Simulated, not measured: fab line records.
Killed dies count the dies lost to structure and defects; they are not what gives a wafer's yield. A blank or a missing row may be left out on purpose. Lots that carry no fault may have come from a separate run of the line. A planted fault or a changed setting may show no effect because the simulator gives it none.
Matching of chambers | flow gf180mcu | GF_V1_CMP_26 on cmp-01 has 4 sister chambers
The step polishes, stops on SiO2, t overpolish 15 s, target thk 0 nm. 14 wafers are shown with their chamber, then 7 later ones without.

== WAFERS WITH THEIR CHAMBER ==
wafer  | chamber | motor-current-A (A) | platen-rpm (rpm) | time-to-endpoint-s (s)
L842.1 | 1       | 11.2                | 60.03            | 88.2
L842.3 | 0       | 10.4                | 59.99            | 87.4
L842.5 | 0       | 9.5                 | 60.00            | 85.4
L843.1 | 1       | 11.7                | 60.02            | 88.6
L843.2 | 0       | 9.9                 | 60.09            | 91.0
L843.6 | 0       | 10.0                | 60.03            | 84.8
L844.1 | 2       | 12.3                | 60.00            | 85.6
L844.2 | 0       | 9.9                 | 60.07            | 88.3
L844.4 | 1       | 11.4                | 60.00            | 84.3
L845.2 | 1       | 11.2                | 59.98            | 84.7
L845.5 | 0       | 9.7                 | 60.00            | 90.1
L845.6 | 3       | 10.2                | 59.96            | 86.7
L846.1 | 1       | 11.6                | 59.96            | 83.5
L846.4 | 2       | 12.4                | 60.02            | 83.9

SIGNATURES, as means of the wafers listed above
reading            | chamber 0 | chamber 1 | chamber 2 | chamber 3 | scatter within a chamber
motor-current-A    | 9.900     | 11.420    | 12.350    | 10.200    | 0.259
platen-rpm         | 60.0300   | 59.9980   | 60.0100   | 59.9600   | 0.0348
time-to-endpoint-s | 87.833    | 85.860    | 84.750    | 86.700    | 2.33
Rule: a wafer's distance from a chamber is the root of the sum, over the readings, of the square of ((its reading less the chamber's mean) divided by the reading's scatter). The wafer belongs to the nearest chamber; if the next one is less than 2 further off, it can't be placed. How the scatter is found: for the shown wafers, subtract from each reading the mean of its chamber, square and add these, divide the total by (wafers less chambers), then take the root.

== WAFERS WHOSE CHAMBER IS MISSING ==
wafer  | motor-current-A (A) | platen-rpm (rpm) | time-to-endpoint-s (s)
L846.6 | 9.7                 | 60.09            | 84.1
L848.1 | 11.3                | 59.98            | 81.9
L848.3 | 10.1                | 59.98            | 84.7
L848.4 | 9.9                 | 60.03            | 82.5
L852.1 | 10.2                | 60.00            | 86.9
L852.2 | 11.1                | 59.97            | 86.2
L852.5 | 11.0                | 59.96            | 85.6

== WHICH CHAMBER EACH ONE RAN IN ==
wafer  | from the rows above     | in truth
L846.6 | can't be placed: 0 or 3 | 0
L848.1 | 1                       | 1
L848.3 | can't be placed: 3 or 0 | 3
L848.4 | can't be placed: 0 or 3 | 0
L852.1 | can't be placed: 3 or 0 | 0
L852.2 | 1                       | 1
L852.5 | can't be placed: 1 or 3 | 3
Correct placement for 2 of the 7. Can't be placed from these rows: 5 (the true chamber is among the candidates in 5). Number placed wrongly: 0.
